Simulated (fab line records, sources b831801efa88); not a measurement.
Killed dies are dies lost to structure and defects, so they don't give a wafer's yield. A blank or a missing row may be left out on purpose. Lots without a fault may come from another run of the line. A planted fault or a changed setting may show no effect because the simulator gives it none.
Chamber matching | flow gf180mcu | GF_CONTACT_CMP_27 on cmp-01: 4 sister chambers
The step polishes, stops on SiO2, t overpolish 15 s, target thk 0 nm. 4 wafers are shown with their chamber, then 7 later ones without.

WAFERS WITH THEIR CHAMBER
wafer  | chamber | motor_current_A (A)
L635.4 | 1       | 9.9
L635.6 | 2       | 11.5
L647.1 | 3       | 11.6
L647.5 | 0       | 13.2

WAFERS WITHOUT THEIR CHAMBER
wafer  | motor_current_A (A)
L647.6 | 13.0
L648.3 | 11.2
L648.5 | 11.5
L648.6 | 9.9
L649.2 | 11.0
L649.4 | 12.2
L649.5 | 12.9

WHICH CHAMBER EACH WENT THROUGH
wafer  | from the rows above          | in truth
L647.6 | 0                            | 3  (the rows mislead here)
L648.3 | can't be placed: 2 or 3      | 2
L648.5 | can't be placed: 2 or 3      | 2
L648.6 | 1                            | 1
L649.2 | can't be placed: 2 or 3 or 1 | 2
L649.4 | can't be placed: 3 or 2 or 0 | 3
L649.5 | 0                            | 0
Placed correctly: 2 of 7. Can't be placed from these rows: 4 (the true chamber is among the candidates in 4). Placed wrongly: 1.
How it was worked out, from the rows above alone: a wafer's distance from a chamber is the root of the sum, over the readings, of the square of ((its reading less the chamber's mean) divided by the reading's scatter). The wafer belongs to the nearest chamber; if the next one is less than 2 further off, it can't be placed. A chamber's mean is the mean of its shown wafers. The scatter: with one shown wafer a chamber, the root of the mean of the squares of how far each hidden wafer lies from its nearest shown one.
